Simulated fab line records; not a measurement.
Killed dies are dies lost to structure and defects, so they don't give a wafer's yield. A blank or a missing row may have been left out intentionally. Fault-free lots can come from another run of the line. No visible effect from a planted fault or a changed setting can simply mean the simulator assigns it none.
fab line records + flow gf180mcu
record
- lots=12
- wafers=36
- last_day=34
route steps=602 shown DNWELL@40 HV_LDD@224 M1@330 M2@377
lots that met no fault: from a run of the same line without faults
start_h: hours from the record's opening day to when the first of the lot's shown wafers began + wait_h: hours elapsed since this lot's preceding step + " unchanged from the row above + L1.1+2: a single row standing in for several wafers + - no value, or no start given + * or withheld: withheld + < > ~ a bound
route shown NAME@n: names a module that has steps shown in the file, with the first one's number in the route + usual: the fault-free wafers' mean and standard deviation + same: alike in all rows + chamber/n: place in a boat + sites: the reading at each site + _std_site: their standard deviation + _edge_site: outer sites' mean less inner sites' + radius_mm: how far each site lies from the wafer's centre + mask NAME#n: copy n + behind: the last tool/chamber to shape the wafer + hold: what put the lot on hold/how long, in hours/how the hold closed + device: the transistor (n, p or np) that didn't switch + end of line: tests of these same wafers at the route's end + a step without rows: its recipe alone + killed: at the first sort, the dies lost to defects and structure; wafer yield is something else + map: a wafer's dies, x killed, . not, _ none there
set.NAME: the setting that was run; set.NAME@STEP: the one run at that earlier step + model.NAME: the simulator's own value behind a step, which no gauge read
route steps across a sampled set of lots; one table per step, one row per wafer
services: a tool's chamber out of use, with start hour (start_h, from the record's first day; less than 0 if before it), hours out, and reason
## steps
# step GF_DNWELL_STRIP_08
# recipe
- chemistry=O2/N2
- power_w=1400
- pressure_mtorr=1500
- platen_temp_c=250
- o2_flow_sccm=3000
- n2_flow_sccm=300
- overash_fraction=0.5
# usual
- chamber_pressure_mTorr=1500.0/1.5
- drypump_motor_current_A=5.79/0.18
- heater_power_w=353/34
- oes_product_au=0.721/0.0047
- strip_time_to_endpoint_s=37.04/0.13
| lot.wafer | tool            | chamber | start_h | wait_h | chamber_pressure_mTorr | drypump_motor_current_A | heater_power_w | oes_product_au | rf_hours_counter_h | strip_time_to_endpoint_s |
|-----------|-----------------|---------|---------|--------|------------------------|-------------------------|----------------|----------------|--------------------|--------------------------|
| L692.3    | plasma_asher-01 | 1       | 45.68   | 0.1    | 1500.5                 | 5.63                    | 388            | 0.722          | -                  | 36.92                    |
| L692.4    | "               | 0       | "       | "      | 1500.9                 | 5.78                    | 311            | 0.729          | -                  | 36.86                    |
| L692.5    | "               | 1       | "       | "      | 1500.8                 | 5.62                    | 375            | 0.717          | -                  | 36.97                    |
| L693.3    | plasma_asher-01 | 0       | 50.58   | 0.1    | 1498.8                 | 5.76                    | 313            | 0.724          | -                  | 37.18                    |
| L693.4    | "               | 1       | "       | "      | 1501.5                 | 5.65                    | 396            | 0.719          | -                  | 37.01                    |
| L693.6    | "               | 0       | "       | "      | 1500.9                 | 5.76                    | 318            | 0.721          | -                  | 37.03                    |
| L695.3    | plasma_asher-02 | 1       | 61.63   | 0.1    | 1497.9                 | 5.63                    | 326            | 0.725          | -                  | 37.17                    |
| L695.5    | "               | 0       | "       | "      | 1500.5                 | 5.94                    | 366            | 0.732          | -                  | 37.10                    |
| L695.6    | "               | 1       | "       | "      | 1500.5                 | 5.61                    | 337            | 0.716          | -                  | 37.07                    |
| L696.1    | plasma_asher-01 | 1       | 66.94   | 0.1    | 1499.3                 | 5.64                    | 376            | 0.721          | 43                 | 37.22                    |
| L696.2    | "               | 0       | "       | "      | 1500.7                 | 5.78                    | 316            | 0.722          | 43                 | 37.24                    |
| L696.6    | "               | 1       | "       | "      | 1502.3                 | 5.64                    | 376            | 0.719          | -                  | 36.98                    |
| L701.1    | plasma_asher-02 | 0       | 90.89   | 0.1    | 1500.5                 | 5.96                    | 371            | 0.722          | 27                 | 37.25                    |
| L701.5    | "               | 0       | "       | "      | 1501.0                 | 5.95                    | 370            | 0.722          | -                  | 37.29                    |
| L701.6    | "               | 1       | "       | "      | 1498.7                 | 5.59                    | 324            | 0.717          | -                  | 37.30                    |
| L702.1    | plasma_asher-02 | 0       | 96.19   | 0.1    | 1500.2                 | 5.93                    | 352            | 0.727          | 28                 | 37.10                    |
| L702.4    | "               | 1       | "       | "      | 1496.2                 | 5.61                    | 330            | 0.721          | -                  | 37.11                    |
| L702.5    | "               | 0       | "       | "      | 1501.6                 | 5.94                    | 354            | 0.719          | -                  | 37.09                    |
| L703.1    | plasma_asher-03 | 1       | 100.93  | 0.1    | 1500.0                 | 5.94                    | 420            | 0.721          | 45                 | 36.94                    |
| L703.2    | "               | 0       | "       | "      | 1500.4                 | 6.15                    | 325            | 0.721          | 45                 | 36.97                    |
| L703.5    | "               | 0       | "       | "      | 1500.2                 | 6.14                    | 333            | 0.720          | -                  | 37.00                    |
| L710.2    | plasma_asher-03 | 0       | 137.24  | 0.1    | 1501.5                 | 6.15                    | 334            | 0.721          | 2                  | 36.99                    |
| L710.3    | "               | 0       | "       | "      | 1502.0                 | 6.15                    | 341            | 0.729          | -                  | 37.01                    |
| L710.6    | "               | 0       | "       | "      | 1501.2                 | 6.13                    | 346            | 0.714          | -                  | 37.04                    |
| L711.1    | plasma_asher-02 | 1       | 142.89  | 0.1    | 1497.9                 | 5.61                    | 323            | 0.723          | 32                 | 37.11                    |
| L711.4    | "               | 0       | "       | "      | 1498.4                 | 5.90                    | 359            | 0.727          | -                  | 37.28                    |
| L711.6    | "               | 1       | "       | "      | 1501.3                 | 5.58                    | 327            | 0.721          | -                  | 37.13                    |
| L712.3    | plasma_asher-02 | 0       | 148.78  | 0.1    | 1500.3                 | 5.96                    | 370            | 0.721          | -                  | 36.93                    |
| L712.4    | "               | 1       | "       | "      | 1497.8                 | 5.58                    | 325            | 0.718          | -                  | 36.98                    |
| L712.6    | "               | 0       | "       | "      | 1500.6                 | 5.94                    | 362            | 0.717          | -                  | 36.95                    |
| L713.1    | plasma_asher-01 | 0       | 153.24  | 0.1    | 1501.7                 | 5.75                    | 316            | 0.729          | 53                 | 36.98                    |
| L713.4    | "               | 1       | "       | "      | 1500.7                 | 5.62                    | 390            | 0.720          | -                  | 36.89                    |
| L713.6    | "               | 1       | "       | "      | 1496.5                 | 5.63                    | 383            | 0.717          | -                  | 36.90                    |
| L715.2    | plasma_asher-02 | 1       | 166.73  | 0.1    | 1498.0                 | 5.60                    | 326            | 0.722          | 35                 | 37.12                    |
| L715.4    | "               | 1       | "       | "      | 1500.9                 | 5.59                    | 335            | 0.724          | -                  | 37.02                    |
| L715.6    | "               | 0       | "       | "      | 1500.6                 | 5.94                    | 371            | 0.724          | -                  | 37.04                    |
# step GF_HV_LDD_IMPLANT_48
# recipe
- species=B
- energy_kev=25
- dose_cm2=3e+13
- tilt_deg=7
# usual
- beam_on_s=10.01/0.21
- dose_ions_cm2=3e+13/3.1e+10
- end_station_pressure_torr=5.16e-06/2.6e-07
- faraday_current_uA=169/3.6
| lot.wafer | tool         | chamber | start_h | wait_h | beam_on_s | dose_ions_cm2 | end_station_pressure_torr | faraday_current_uA |
|-----------|--------------|---------|---------|--------|-----------|---------------|---------------------------|--------------------|
| L692.3    | implanter-04 | 0       | 274.74  | 0.1    | 9.89      | 3e+13         | 5.19e-06                  | 171                |
| L692.4    | "            | 0       | "       | "      | 10.06     | 3.001e+13     | 5.32e-06                  | 169                |
| L692.5    | "            | 0       | "       | "      | 9.85      | 2.997e+13     | 5.26e-06                  | 172                |
| L693.3    | implanter-03 | 0       | 281.90  | 0.1    | 9.69      | 2.992e+13     | 5.31e-06                  | 174                |
| L693.4    | "            | 0       | "       | "      | 9.99      | 2.994e+13     | 5.13e-06                  | 170                |
| L693.6    | "            | 0       | "       | "      | 10.38     | 2.993e+13     | 5.28e-06                  | 163                |
| L695.3    | implanter-02 | 0       | 303.08  | 0.1    | 10.02     | 3.004e+13     | 5.16e-06                  | 169                |
| L695.5    | "            | 0       | "       | "      | 9.54      | 2.999e+13     | 5.36e-06                  | 176                |
| L695.6    | "            | 0       | "       | "      | 9.89      | 3.001e+13     | 4.71e-06                  | 172                |
| L696.1    | implanter-03 | 0       | 310.58  | 0.0    | 9.91      | 2.999e+13     | 5.28e-06                  | 170                |
| L696.2    | "            | 0       | "       | "      | 10.06     | 2.998e+13     | 5.35e-06                  | 168                |
| L696.6    | "            | 0       | "       | "      | 10.12     | 3.002e+13     | 4.91e-06                  | 166                |
| L701.1    | implanter-03 | 0       | 344.60  | 0.0    | 11.02     | 1.4026e+14    | 5.52e-06                  | 717                |
| L701.5    | "            | 0       | "       | "      | 11.03     | 1.4026e+14    | 5.75e-06                  | 719                |
| L701.6    | "            | 0       | "       | "      | 10.92     | 1.4033e+14    | 5.67e-06                  | 727                |
| L702.1    | implanter-03 | 0       | 354.00  | 0.0    | 10.81     | 1.4025e+14    | 5.69e-06                  | 730                |
| L702.4    | "            | 0       | "       | "      | 10.89     | 1.4021e+14    | 5.49e-06                  | 725                |
| L702.5    | "            | 0       | "       | "      | 10.86     | 1.4026e+14    | 5.51e-06                  | 729                |
| L703.1    | implanter-02 | 0       | 363.94  | 0.0    | 10.14     | 3.001e+13     | 5.41e-06                  | 168                |
| L703.2    | "            | 0       | "       | "      | 9.91      | 3.003e+13     | 4.88e-06                  | 171                |
| L703.5    | "            | 0       | "       | "      | 9.82      | 2.998e+13     | 4.45e-06                  | 172                |
| L710.2    | implanter-02 | 0       | 414.96  | 0.0    | 10.02     | 3e+13         | 5.05e-06                  | 169                |
| L710.3    | "            | 0       | "       | "      | 9.87      | 3.001e+13     | 5.17e-06                  | 172                |
| L710.6    | "            | 0       | "       | "      | 10.13     | 3.001e+13     | 5.39e-06                  | 167                |
| L711.1    | implanter-02 | 0       | 423.64  | 0.0    | 10.06     | 2.996e+13     | 4.99e-06                  | 168                |
| L711.4    | "            | 0       | "       | "      | 10.42     | 2.998e+13     | 5.25e-06                  | 161                |
| L711.6    | "            | 0       | "       | "      | 10.23     | 2.998e+13     | 5.41e-06                  | 166                |
| L712.3    | implanter-03 | 0       | 438.54  | 0.1    | 9.84      | 2.999e+13     | 5.51e-06                  | 173                |
| L712.4    | "            | 0       | "       | "      | 9.88      | 2.996e+13     | 5.37e-06                  | 172                |
| L712.6    | "            | 0       | "       | "      | 9.89      | 2.996e+13     | 5.33e-06                  | 171                |
| L713.1    | implanter-04 | 0       | 442.69  | 0.0    | 9.75      | 2.998e+13     | 5.19e-06                  | 173                |
| L713.4    | "            | 0       | "       | "      | 10.29     | 2.999e+13     | 5.43e-06                  | 165                |
| L713.6    | "            | 0       | "       | "      | 10.21     | 2.997e+13     | 4.59e-06                  | 165                |
| L715.2    | implanter-04 | 0       | 459.10  | 0.2    | 9.84      | 3.003e+13     | 5.24e-06                  | 172                |
| L715.4    | "            | 0       | "       | "      | 9.84      | 3.007e+13     | 4.46e-06                  | 171                |
| L715.6    | "            | 0       | "       | "      | 9.96      | 3e+13         | 5.4e-06                   | 170                |
# step GF_HV_LDD_TW_MEAS_50
# usual
- HV_LDD_4_TW=574/11
| lot.wafer | tool          | chamber | start_h | wait_h | hold                     | HV_LDD_4_TW |
|-----------|---------------|---------|---------|--------|--------------------------|-------------|
| L692.3    | film_metro-03 | -       | 274.96  | 0.1    | -                        | 556         |
| L692.4    | "             | -       | "       | "      | -                        | 560         |
| L692.5    | "             | -       | "       | "      | -                        | 560         |
| L693.3    | film_metro-03 | -       | 282.12  | 0.1    | -                        | 556         |
| L693.4    | "             | -       | "       | "      | -                        | 558         |
| L693.6    | "             | -       | "       | "      | -                        | 560         |
| L695.3    | film_metro-02 | -       | 303.30  | 0.1    | -                        | 581         |
| L695.5    | "             | -       | "       | "      | -                        | 585         |
| L695.6    | "             | -       | "       | "      | -                        | 586         |
| L696.1    | film_metro-02 | -       | 310.83  | 0.1    | -                        | 585         |
| L696.2    | "             | -       | "       | "      | -                        | 581         |
| L696.6    | "             | -       | "       | "      | -                        | 585         |
| L701.1    | film_metro-02 | -       | 344.85  | 0.1    | await_dispo/0.2h/release | 946         |
| L701.5    | "             | -       | "       | "      | await_dispo/0.2h/release | 945         |
| L701.6    | "             | -       | "       | "      | await_dispo/0.2h/release | 944         |
| L701.1    | film_metro-02 | -       | 345.07  | 0.2    | -                        | 947         |
| L701.5    | "             | -       | "       | "      | -                        | 954         |
| L701.6    | "             | -       | "       | "      | -                        | 951         |
| L702.1    | film_metro-04 | -       | 354.25  | 0.1    | await_dispo/0.2h/release | 951         |
| L702.4    | "             | -       | "       | "      | await_dispo/0.2h/release | 951         |
| L702.5    | "             | -       | "       | "      | await_dispo/0.2h/release | 949         |
| L702.1    | film_metro-04 | -       | 354.55  | 0.3    | -                        | 954         |
| L702.4    | "             | -       | "       | "      | -                        | 944         |
| L702.5    | "             | -       | "       | "      | -                        | 946         |
| L703.1    | film_metro-02 | -       | 364.19  | 0.1    | -                        | 581         |
| L703.2    | "             | -       | "       | "      | -                        | 582         |
| L703.5    | "             | -       | "       | "      | -                        | 580         |
| L710.2    | film_metro-04 | -       | 415.20  | 0.1    | -                        | 579         |
| L710.3    | "             | -       | "       | "      | -                        | 576         |
| L710.6    | "             | -       | "       | "      | -                        | 576         |
| L711.1    | film_metro-02 | -       | 423.89  | 0.1    | -                        | 579         |
| L711.4    | "             | -       | "       | "      | -                        | 582         |
| L711.6    | "             | -       | "       | "      | -                        | 582         |
| L712.3    | film_metro-04 | -       | 438.76  | 0.1    | -                        | 576         |
| L712.4    | "             | -       | "       | "      | -                        | 576         |
| L712.6    | "             | -       | "       | "      | -                        | 572         |
| L713.1    | film_metro-03 | -       | 442.94  | 0.1    | -                        | 559         |
| L713.4    | "             | -       | "       | "      | -                        | 560         |
| L713.6    | "             | -       | "       | "      | -                        | 561         |
| L715.2    | film_metro-04 | -       | 459.34  | 0.1    | -                        | 582         |
| L715.4    | "             | -       | "       | "      | -                        | 581         |
| L715.6    | "             | -       | "       | "      | -                        | 580         |
# step GF_M1_OVL_MEAS_15
# usual
- M1_OVL=0/5.3
| lot.wafer | tool       | chamber | start_h | wait_h | M1_OVL[nm] |
|-----------|------------|---------|---------|--------|------------|
| L692.3    | overlay-02 | -       | 387.31  | 0.1    | 6          |
| L692.4    | "          | -       | "       | "      | 3          |
| L692.5    | "          | -       | "       | "      | 11         |
| L693.3    | overlay-01 | -       | 396.46  | 0.1    | 2          |
| L693.4    | "          | -       | "       | "      | 0          |
| L693.6    | "          | -       | "       | "      | 2          |
| L695.3    | overlay-02 | -       | 420.61  | 0.1    | -4         |
| L695.5    | "          | -       | "       | "      | 0          |
| L695.6    | "          | -       | "       | "      | 5          |
| L696.1    | overlay-01 | -       | 429.30  | 0.1    | -2         |
| L696.2    | "          | -       | "       | "      | -1         |
| L696.6    | "          | -       | "       | "      | -1         |
| L701.1    | overlay-02 | -       | 470.05  | 0.1    | -1         |
| L701.5    | "          | -       | "       | "      | 0          |
| L701.6    | "          | -       | "       | "      | -3         |
| L702.1    | overlay-01 | -       | 480.10  | 0.1    | 6          |
| L702.4    | "          | -       | "       | "      | 0          |
| L702.5    | "          | -       | "       | "      | 1          |
| L703.1    | overlay-01 | -       | 491.95  | 0.1    | -3         |
| L703.2    | "          | -       | "       | "      | 4          |
| L703.5    | "          | -       | "       | "      | 5          |
| L710.2    | overlay-02 | -       | 541.51  | 0.1    | -1         |
| L710.3    | "          | -       | "       | "      | -9         |
| L710.6    | "          | -       | "       | "      | 0          |
| L711.1    | overlay-02 | -       | 550.22  | 0.1    | 7          |
| L711.4    | "          | -       | "       | "      | 5          |
| L711.6    | "          | -       | "       | "      | 4          |
| L712.3    | overlay-02 | -       | 563.28  | 0.1    | 8          |
| L712.4    | "          | -       | "       | "      | 1          |
| L712.6    | "          | -       | "       | "      | -1         |
| L713.1    | overlay-01 | -       | 567.07  | 0.1    | 1          |
| L713.4    | "          | -       | "       | "      | 3          |
| L713.6    | "          | -       | "       | "      | 1          |
| L715.2    | overlay-01 | -       | 580.45  | 0.1    | 2          |
| L715.4    | "          | -       | "       | "      | -3         |
| L715.6    | "          | -       | "       | "      | 3          |
# step GF_M2_OVL_MEAS_15
# usual
- M2_OVL=0/5.1
| lot.wafer | tool       | chamber | start_h | wait_h | M2_OVL[nm] |
|-----------|------------|---------|---------|--------|------------|
| L692.3    | overlay-01 | -       | 438.17  | 0.1    | -3         |
| L692.4    | "          | -       | "       | "      | -7         |
| L692.5    | "          | -       | "       | "      | -7         |
| L693.3    | overlay-02 | -       | 447.07  | 0.1    | 4          |
| L693.4    | "          | -       | "       | "      | -3         |
| L693.6    | "          | -       | "       | "      | 1          |
| L695.3    | overlay-01 | -       | 472.34  | 0.1    | 6          |
| L695.5    | "          | -       | "       | "      | 5          |
| L695.6    | "          | -       | "       | "      | 2          |
| L696.1    | overlay-02 | -       | 481.85  | 0.1    | 0          |
| L696.2    | "          | -       | "       | "      | 1          |
| L696.6    | "          | -       | "       | "      | -6         |
| L701.1    | overlay-02 | -       | 519.96  | 0.1    | -7         |
| L701.5    | "          | -       | "       | "      | -3         |
| L701.6    | "          | -       | "       | "      | -10        |
| L702.1    | overlay-02 | -       | 530.14  | 0.1    | -1         |
| L702.4    | "          | -       | "       | "      | -4         |
| L702.5    | "          | -       | "       | "      | 2          |
| L703.1    | overlay-01 | -       | 541.62  | 0.1    | -2         |
| L703.2    | "          | -       | "       | "      | 3          |
| L703.5    | "          | -       | "       | "      | -2         |
| L710.2    | overlay-01 | -       | 589.06  | 0.1    | -9         |
| L710.3    | "          | -       | "       | "      | 5          |
| L710.6    | "          | -       | "       | "      | 3          |
| L711.1    | overlay-01 | -       | 596.76  | 0.1    | 0          |
| L711.4    | "          | -       | "       | "      | 1          |
| L711.6    | "          | -       | "       | "      | 3          |
| L712.3    | overlay-02 | -       | 608.48  | 0.1    | 0          |
| L712.4    | "          | -       | "       | "      | 5          |
| L712.6    | "          | -       | "       | "      | 1          |
| L713.1    | overlay-01 | -       | 611.34  | 0.1    | 3          |
| L713.4    | "          | -       | "       | "      | 3          |
| L713.6    | "          | -       | "       | "      | 5          |
| L715.2    | overlay-01 | -       | 625.18  | 0.1    | 1          |
| L715.4    | "          | -       | "       | "      | 5          |
| L715.6    | "          | -       | "       | "      | 2          |
## services
| tool            | chamber | start_h | hours | kind   |
|-----------------|---------|---------|-------|--------|
| implanter-04    | -       | 41.33   | 3.3   | repair |
| plasma_asher-02 | -       | 116.46  | 1.2   | repair |
| plasma_asher-02 | -       | 143.05  | 2.8   | pm     |
| implanter-02    | -       | 150.70  | 3.6   | repair |
| plasma_asher-01 | -       | 166.64  | 2.8   | pm     |
| plasma_asher-01 | -       | 179.15  | 2.4   | repair |
| plasma_asher-01 | -       | 183.25  | 3.4   | repair |
| implanter-03    | -       | 184.09  | 3.6   | repair |
| implanter-03    | -       | 190.51  | 55.7  | pm     |
| implanter-04    | -       | 197.41  | 4.4   | pm     |
| implanter-04    | -       | 212.79  | 17.8  | pm     |
| plasma_asher-01 | -       | 217.61  | 8.1   | repair |
| plasma_asher-02 | -       | 236.15  | 5.0   | repair |
| implanter-02    | -       | 267.27  | 3.6   | pm     |
| implanter-02    | -       | 289.22  | 4.6   | repair |
| implanter-04    | -       | 303.47  | 2.3   | repair |
| plasma_asher-02 | -       | 317.05  | 4.5   | repair |
| implanter-02    | -       | 353.35  | 5.1   | repair |
| implanter-03    | -       | 372.33  | 5.3   | pm     |
| plasma_asher-02 | -       | 394.25  | 13.7  | repair |
| implanter-04    | -       | 409.91  | 5.9   | pm     |
| plasma_asher-01 | -       | 422.00  | 1.8   | repair |
| plasma_asher-01 | -       | 452.27  | 1.1   | repair |
| implanter-02    | -       | 455.81  | 3.8   | pm     |
## key
first_sign
- step=GF_HV_LDD_IMPLANT_48
- reading=dose_ions_cm2
- direction=up
- sigmas=99+
- usual=3e+13
- struck=1.4026e+14
effect
- step=GF_HV_LDD_IMPLANT_48
- reading=faraday_current_uA
- direction=up
- sigmas=99+
- usual=169
- struck=725
effect
- step=GF_HV_LDD_TW_MEAS_50
- reading=visit
- direction=added
effect
- step=GF_HV_LDD_TW_MEAS_50
- reading=HV_LDD_4_TW
- direction=up
- sigmas=35
- usual=574
- struck=948
met_at GF_HV_LDD_IMPLANT_48
struck_lots L701,L702
tester_left_out L701,L702
not_acting_at GF_DNWELL_STRIP_08,GF_M1_OVL_MEAS_15,GF_M2_OVL_MEAS_15
onset_between 310.58 344.60
fault
- kind=process_parameter_drift
- tool=implanter-03
- chamber=-
- onset_h=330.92
- steps=GF_HV_LDD_IMPLANT_48
- channel=dose_cm2
- offset=1.1026e+14
- shape=step
- end_h=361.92
- acts_in=these_recipes_only
- stated=3e+13
# tester_left_out: of these lots the tester's yield and bins aren't shown, on N5 and GAA mostly nor the transistor test; their killed dies are dies lost to structure and defects alone, not to doping, threshold or leakage, so they don't give the yield
